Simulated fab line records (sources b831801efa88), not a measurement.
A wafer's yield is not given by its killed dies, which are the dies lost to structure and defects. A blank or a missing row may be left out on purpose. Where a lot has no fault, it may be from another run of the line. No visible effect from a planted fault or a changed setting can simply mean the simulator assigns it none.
Which tool did it? | flow sky130 | Sampling: 11 lots, 33 wafers, 5 of 708 route steps

## WHAT EACH GAUGE READ, for each wafer
SKY_CAPM_THK_MEAS_04: measures by xrf.
lot  | measured     | on            | CAPM_TIN_THK (nm)
L757 | day 36 03:11 | film-metro-01 | 200.5 204.1 203.1
L758 | day 36 17:22 | film-metro-04 | 209.5 208.0 205.8
L760 | day 37 11:26 | film-metro-04 | 207.1 202.2 201.2
L762 | day 38 17:10 | film-metro-03 | 202.6 205.5 199.8
L765 | day 39 05:58 | film-metro-04 | 205.6 205.1 205.5
L767 | day 39 16:17 | film-metro-03 | 206.4 208.6 208.6
L771 | day 40 21:01 | film-metro-03 | 208.8 206.7 207.4
L772 | day 41 03:46 | film-metro-03 | 203.4 205.7 208.0
L773 | day 41 10:01 | film-metro-04 | 207.5 205.8 204.6
L778 | day 42 21:21 | film-metro-04 | 205.3 201.9 203.7
L780 | day 43 02:54 | film-metro-04 | 208.0 205.0 205.8

SKY_CAP2M_THK_MEAS_01.
lot  | measured     | on            | CAP2M_CVD_00_THK (nm)
L757 | day 39 13:02 | film-metro-04 | 15.71 15.72 15.83
L758 | day 40 00:37 | film-metro-03 | 15.17 15.47 15.38
L760 | day 40 18:13 | film-metro-02 | 15.46 15.32 15.65
L762 | day 41 21:55 | film-metro-04 | 15.39 15.34 15.89
L765 | day 42 10:14 | film-metro-04 | 15.11 15.51 15.42
L767 | day 42 19:58 | film-metro-03 | 15.63 15.79 15.51
L771 | day 43 22:57 | film-metro-04 | 15.38 15.35 15.56
L772 | day 44 06:25 | film-metro-03 | 15.39 15.41 21.71
L773 | day 44 11:22 | film-metro-03 | 21.40 15.31 15.30
L778 | day 45 19:23 | film-metro-03 | 15.57 15.83 15.80
L780 | day 46 01:14 | film-metro-03 | 15.39 15.68 15.71

## WHICH TOOL RAN EACH LOT (tool, then ch and the chambers of the sampled wafers, then the start)
lot  | SKY_CAPM_SPUTTER_02          | SKY_VIA3_SPUTTER_20          | SKY_CAP2M_CVD_00
L757 | pvd-sputter-03, day 36 02:57 | pvd-sputter-03, day 39 10:44 | pecvd-04 ch 1,2, day 39 12:59
L758 | pvd-sputter-02, day 36 17:07 | pvd-sputter-03, day 39 23:44 | pecvd-01 ch 0,1, day 40 00:34
L760 | pvd-sputter-03, day 37 11:13 | pvd-sputter-04, day 40 17:22 | pecvd-01 ch 0,1,2, day 40 18:11
L762 | pvd-sputter-03, day 38 16:56 | pvd-sputter-04, day 41 21:02 | pecvd-04 ch 0,1,2, day 41 21:53
L765 | pvd-sputter-02, day 39 05:43 | pvd-sputter-01, day 42 09:14 | pecvd-01 ch 0,1,2, day 42 10:12
L767 | pvd-sputter-03, day 39 16:02 | pvd-sputter-01, day 42 19:06 | pecvd-01 ch 0,1,2, day 42 19:55
L771 | pvd-sputter-03, day 40 20:47 | pvd-sputter-04, day 43 22:07 | pecvd-04 ch 0,2, day 43 22:56
L772 | pvd-sputter-02, day 41 03:32 | pvd-sputter-04, day 44 05:35 | pecvd-01 ch 0,1,2, day 44 06:23
L773 | pvd-sputter-03, day 41 09:47 | pvd-sputter-03, day 44 10:31 | pecvd-01 ch 0,1,2, day 44 11:20
L778 | pvd-sputter-04, day 42 21:07 | pvd-sputter-01, day 45 18:32 | pecvd-03 ch 0,1,2, day 45 19:22
L780 | pvd-sputter-03, day 43 02:40 | pvd-sputter-01, day 46 00:11 | pecvd-04 ch 1,2, day 46 01:12
- SKY_CAPM_SPUTTER_02: material TiN, target thk 200 nm, time 166.7 s.
- SKY_VIA3_SPUTTER_20: material TiN, target thk 20 nm, time 80 s.
- SKY_CAP2M_CVD_00: deposits SiO2, target thk 15.5 nm.

## AS READ BY THE TOOLS THEMSELVES (means over the sampled wafers that have a number; for cases with no such wafer, the mark the record gives instead)
SKY_CAPM_SPUTTER_02.
lot  | tool           | cathode-dc-power-W (W) | throttle-valve-pct (%)
L757 | pvd-sputter-03 | 6498.5                 | 31.0
L758 | pvd-sputter-02 | 6499.3                 | 29.3
L760 | pvd-sputter-03 | 6500.2                 | 30.2
L762 | pvd-sputter-03 | 6500.4                 | 30.6
L765 | pvd-sputter-02 | 6499.7                 | 29.0
L767 | pvd-sputter-03 | 6501.3                 | 30.6
L771 | pvd-sputter-03 | 6500.1                 | 30.7
L772 | pvd-sputter-02 | 6500.5                 | 29.5
L773 | pvd-sputter-03 | 6499.9                 | 30.5
L778 | pvd-sputter-04 | 6499.0                 | 30.2
L780 | pvd-sputter-03 | 6498.9                 | 30.0

SKY_VIA3_SPUTTER_20.
lot  | tool           | cathode-dc-power-W (W) | throttle-valve-pct (%)
L757 | pvd-sputter-03 | 3999.9                 | 30.5
L758 | pvd-sputter-03 | 3999.4                 | 30.2
L760 | pvd-sputter-04 | 3999.5                 | 30.4
L762 | pvd-sputter-04 | 4000.4                 | 30.2
L765 | pvd-sputter-01 | 4000.3                 | 29.6
L767 | pvd-sputter-01 | 3999.5                 | 28.8
L771 | pvd-sputter-04 | 4000.9                 | 30.7
L772 | pvd-sputter-04 | 4000.0                 | 31.0
L773 | pvd-sputter-03 | 4000.4                 | 30.5
L778 | pvd-sputter-01 | 4000.0                 | 30.6
L780 | pvd-sputter-01 | 3999.3                 | 30.0

SKY_CAP2M_CVD_00.
lot  | tool     | heater-power-w (W)
L757 | pecvd-04 | 772
L758 | pecvd-01 | 715
L760 | pecvd-01 | 808
L762 | pecvd-04 | 742
L765 | pecvd-01 | 802
L767 | pecvd-01 | 706
L771 | pecvd-04 | 868
L772 | pecvd-01 | 712
L773 | pecvd-01 | 775
L778 | pecvd-03 | 896
L780 | pecvd-04 | 862

## THE ANSWER, worked out from the rows above alone
Rule: usual is defined by the lots themselves. Put in order of their means at a reading, lots are off if they are a third of the lots or fewer, leave a main group of 4 or more, and stand apart from it by a gap of 3 or more times the standard deviation of the main group's means; of several such gaps the widest counts. The tables above print the reading to a certain number of digits; a main group whose means all agree to those digits is not used. Also off: a lot with no number at a reading for which 4 or more lots have one. Where the step has rows for the other lots, those lots are counted as sound. Order of review: gauges by route order, followed by the tools' own readings, for which a lot's mean as printed above is used. The first step at which some lot is off is used, and at that step the reading that is off furthest; a lot without a number counts as furthest.
Off: L772, L773, at SKY_CAP2M_THK_MEAS_01 (CAP2M_CVD_00_THK). For the main group the mean is 15.54 nm and the standard deviation 0.15.
A tool fits if, at a process step before that reading, it ran every lot that is off, and no sound lot after the first of them. The gauges at SKY_CAP2M_THK_MEAS_01 are tried like those tools. One candidate fits, namely pecvd-01 at SKY_CAP2M_CVD_00. Its last sound lot is L767 (day 42 19:55), its first lot that is off L772 (day 44 06:23): a fault that began between those two fits.

## WHAT WAS PUT IN BY THE SIMULATOR
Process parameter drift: pecvd-01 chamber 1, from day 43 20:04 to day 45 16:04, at SKY_CAP2M_CVD_00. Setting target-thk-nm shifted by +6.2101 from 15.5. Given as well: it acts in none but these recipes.
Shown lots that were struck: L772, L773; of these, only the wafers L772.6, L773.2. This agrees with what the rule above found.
